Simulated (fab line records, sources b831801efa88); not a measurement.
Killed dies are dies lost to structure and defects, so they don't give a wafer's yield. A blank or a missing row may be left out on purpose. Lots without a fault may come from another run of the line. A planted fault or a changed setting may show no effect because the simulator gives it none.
Which tool did it? | flow gf180mcu | 24 lots, 72 wafers sampled, at 4 steps of a route of 602

WHAT THE GAUGES READ, wafer by wafer
GF_V1_THK_MEAS_01.
lot  | measured     | on            | V1_CVD_00_THK (nm)
L074 | day 17 08:14 | film_metro-02 | 600 593 589
L075 | day 17 11:17 | film_metro-02 | 600 597 602
L076 | day 18 03:03 | film_metro-01 | 591 593 589
L077 | day 18 07:24 | film_metro-03 | 594 592 593
L078 | day 18 17:58 | film_metro-01 | 599 596 593
L079 | day 19 05:33 | film_metro-03 | 601 596 601
L080 | day 19 13:26 | film_metro-02 | 602 591 588
L081 | day 20 00:16 | film_metro-01 | 582 602 594
L082 | day 20 09:55 | film_metro-03 | 594 594 604
L083 | day 20 14:44 | film_metro-01 | 593 596 602
L084 | day 21 05:15 | film_metro-01 | 606 605 596
L085 | day 21 10:01 | film_metro-03 | 601 592 591
L086 | day 21 20:04 | film_metro-01 | 601 609 609
L087 | day 22 02:07 | film_metro-01 | 594 606 605
L088 | day 22 09:59 | film_metro-02 | 604 600 605
L089 | day 22 20:23 | film_metro-01 | 610 604 597
L090 | day 23 01:58 | film_metro-02 | 596 606 596
L091 | day 23 08:33 | film_metro-01 | 593 591 599
L092 | day 23 19:45 | film_metro-03 | 598 595 597
L093 | day 24 01:23 | film_metro-01 | 599 589 601
L094 | day 24 10:11 | film_metro-01 | 597 600 595
L095 | day 24 16:43 | film_metro-02 | 597 603 598
L096 | day 25 02:28 | film_metro-02 | 603 605 598
L097 | day 25 07:04 | film_metro-01 | 600 604 602

GF_V1_RS_MEAS_24: measures by four-point-probe.
lot  | measured     | on            | V1_W_RS (ohm/sq)
L074 | day 18 08:31 | film_metro-02 | 0.327 0.335 0.329
L075 | day 18 12:19 | film_metro-01 | 0.327 0.330 0.328
L076 | day 19 05:04 | film_metro-02 | 0.328 0.326 0.329
L077 | day 19 09:15 | film_metro-03 | 0.327 0.329 0.327
L078 | day 19 20:10 | film_metro-03 | 0.325 0.332 0.324
L079 | day 20 07:43 | film_metro-01 | 0.330 0.332 0.324
L080 | day 20 15:18 | film_metro-01 | 0.330 0.329 0.331
L081 | day 21 02:15 | film_metro-02 | 0.329 0.332 0.334
L082 | day 21 11:50 | film_metro-03 | 0.336 0.334 0.331
L083 | day 21 17:03 | film_metro-03 | 0.334 0.333 0.331
L084 | day 22 06:52 | film_metro-01 | 0.326 0.328 0.328
L085 | day 22 11:02 | film_metro-01 | 0.335 0.332 0.331
L086 | day 22 21:05 | film_metro-01 | 0.327 0.335 0.328
L087 | day 23 03:28 | film_metro-02 | 0.332 0.332 0.333
L088 | day 23 10:34 | film_metro-02 | 0.330 0.331 0.332
L089 | day 23 20:49 | film_metro-01 | 0.330 0.332 0.329
L090 | day 24 02:19 | film_metro-01 | 0.327 0.327 0.326
L091 | day 24 09:22 | film_metro-01 | 0.332 0.328 0.331
L092 | day 24 19:32 | film_metro-02 | 0.331 0.330 0.328
L093 | day 25 01:22 | film_metro-03 | 0.331 0.331 0.329
L094 | day 25 09:32 | film_metro-01 | 0.330 0.329 0.324
L095 | day 25 16:05 | film_metro-01 | 0.332 0.332 0.329
L096 | day 26 01:33 | film_metro-03 | 0.324 0.326 0.325
L097 | day 26 05:23 | film_metro-01 | 0.328 0.329 0.328

WHICH TOOL RAN EACH LOT (tool, then ch and the chambers of the sampled wafers, then the start)
lot  | GF_V1_CMP_04                  | GF_V1_CVD_23
L074 | cmp-01 ch 0,1, day 17 08:27   | cvd_w-02 ch 0,1, day 18 08:25
L075 | cmp-02 ch 0,3, day 17 11:28   | cvd_w-02 ch 1, day 18 12:11
L076 | cmp-01 ch 1,2,3, day 18 03:22 | cvd_w-02 ch 0,1, day 19 04:55
L077 | cmp-01 ch 0,3, day 18 07:34   | cvd_w-01 ch 0,1, day 19 09:08
L078 | cmp-02 ch 0,3, day 18 18:09   | cvd_w-01 ch 0,1, day 19 20:03
L079 | cmp-02 ch 0,2,3, day 19 05:44 | cvd_w-01 ch 0,1, day 20 07:35
L080 | cmp-02 ch 0,2,3, day 19 13:38 | cvd_w-01 ch 0,1, day 20 15:11
L081 | cmp-02 ch 1,3, day 20 00:29   | cvd_w-01 ch 0, day 21 02:07
L082 | cmp-01 ch 2,3, day 20 10:08   | cvd_w-01 ch 0,1, day 21 11:43
L083 | cmp-02 ch 0,1,2, day 20 15:13 | cvd_w-01 ch 1, day 21 16:56
L084 | cmp-01 ch 0,2,3, day 21 05:26 | cvd_w-02 ch 0,1, day 22 06:46
L085 | cmp-01 ch 0,2,3, day 21 10:11 | cvd_w-02 ch 0,1, day 22 10:55
L086 | cmp-01 ch 0,1,3, day 21 20:22 | cvd_w-02 ch 0,1, day 22 20:59
L087 | cmp-02 ch 0,2,3, day 22 02:19 | cvd_w-02 ch 0,1, day 23 03:21
L088 | cmp-02 ch 0,1,3, day 22 10:13 | cvd_w-01 ch 0, day 23 10:26
L089 | cmp-01 ch 0,1,3, day 22 20:36 | cvd_w-02 ch 0,1, day 23 20:43
L090 | cmp-01 ch 0,3, day 23 02:08   | cvd_w-01 ch 0,1, day 24 02:13
L091 | cmp-01 ch 0,1,3, day 23 08:47 | cvd_w-01 ch 0,1, day 24 09:14
L092 | cmp-01 ch 0,1, day 23 19:56   | cvd_w-01 ch 0,1, day 24 19:25
L093 | cmp-01 ch 1,2, day 24 01:38   | cvd_w-01 ch 0,1, day 25 01:15
L094 | cmp-02 ch 2,3, day 24 10:23   | cvd_w-01 ch 0,1, day 25 09:25
L095 | cmp-01 ch 0,2,3, day 24 16:54 | cvd_w-01 ch 0,1, day 25 15:58
L096 | cmp-02 ch 0,3, day 25 02:40   | cvd_w-02 ch 1, day 26 01:26
L097 | cmp-01 ch 0,2,3, day 25 07:23 | cvd_w-01 ch 1, day 26 05:11
- GF_V1_CMP_04: polishes SiO2.
- GF_V1_CVD_23: deposits W, target thk 350 nm, time 105.05 s.

WHAT THE TOOLS THEMSELVES READ (means of the sampled wafers that have a number; where no wafer has one, the mark that the record gives instead)
GF_V1_CMP_04.
lot  | tool   | head_pressure_psi (psi) | motor_current_A (A) | time_to_endpoint_s (s)
L074 | cmp-01 | 3.999                   | 11.2                | 77
L075 | cmp-02 | 3.997                   | 13.2                | 81
L076 | cmp-01 | 3.999                   | 11.3                | 78
L077 | cmp-01 | 4.001                   | 12.6                | 80
L078 | cmp-02 | 4.003                   | 12.7                | 76
L079 | cmp-02 | 3.999                   | 12.9                | 78
L080 | cmp-02 | 3.994                   | 13.0                | 78
L081 | cmp-02 | 3.993                   | 12.0                | 78
L082 | cmp-01 | 3.990                   | 12.0                | 81
L083 | cmp-02 | 4.002                   | 12.5                | 81
L084 | cmp-01 | 3.999                   | 11.8                | 75
L085 | cmp-01 | 4.006                   | 12.0                | 81
L086 | cmp-01 | 4.003                   | 11.7                | 73
L087 | cmp-02 | 4.002                   | 12.8                | 72
L088 | cmp-02 | 3.998                   | 12.6                | 77
L089 | cmp-01 | 3.995                   | 11.9                | 80
L090 | cmp-01 | 4.002                   | 12.5                | 76
L091 | cmp-01 | 3.999                   | 11.8                | 83
L092 | cmp-01 | 4.001                   | 12.4                | 81
L093 | cmp-01 | 4.000                   | 11.7                | 83
L094 | cmp-02 | 4.002                   | 12.5                | 80
L095 | cmp-01 | 4.007                   | 12.0                | 86
L096 | cmp-02 | 4.000                   | 12.7                | 83
L097 | cmp-01 | 4.001                   | 12.0                | 80

GF_V1_CVD_23.
lot  | tool     | heater_power_w (W)
L074 | cvd_w-02 | 938
L075 | cvd_w-02 | 884
L076 | cvd_w-02 | 934
L077 | cvd_w-01 | 823
L078 | cvd_w-01 | 820
L079 | cvd_w-01 | 757
L080 | cvd_w-01 | 813
L081 | cvd_w-01 | 681
L082 | cvd_w-01 | 740
L083 | cvd_w-01 | 873
L084 | cvd_w-02 | 988
L085 | cvd_w-02 | 997
L086 | cvd_w-02 | 945
L087 | cvd_w-02 | 942
L088 | cvd_w-01 | 680
L089 | cvd_w-02 | 932
L090 | cvd_w-01 | 746
L091 | cvd_w-01 | 760
L092 | cvd_w-01 | 740
L093 | cvd_w-01 | 802
L094 | cvd_w-01 | 749
L095 | cvd_w-01 | 818
L096 | cvd_w-02 | 905
L097 | cvd_w-01 | 897

THE ANSWER, worked out from the rows above alone
Rule: what is usual is taken from the lots themselves. Put in order of their means at a reading, lots are off if they are a third of the lots or fewer, leave a main group of 4 or more, and stand apart from it by a gap of 3 or more times the standard deviation of the main group's means; of several such gaps the widest counts. A main group whose means are all the same, to the digits that the tables above print for the reading, isn't used. A lot without any number at a reading at which 4 lots or more have one is off too. The other lots that the step has rows for count as sound. The gauges are gone through in route order, then the tools' own readings, and for those a lot's mean is taken as printed above. The first step at which some lot is off is used, and at that step the reading that is off furthest; a lot without a number counts as furthest.
No lot is off at any reading shown: from this, nothing can be told.

WHAT THE SIMULATOR HAD PUT IN
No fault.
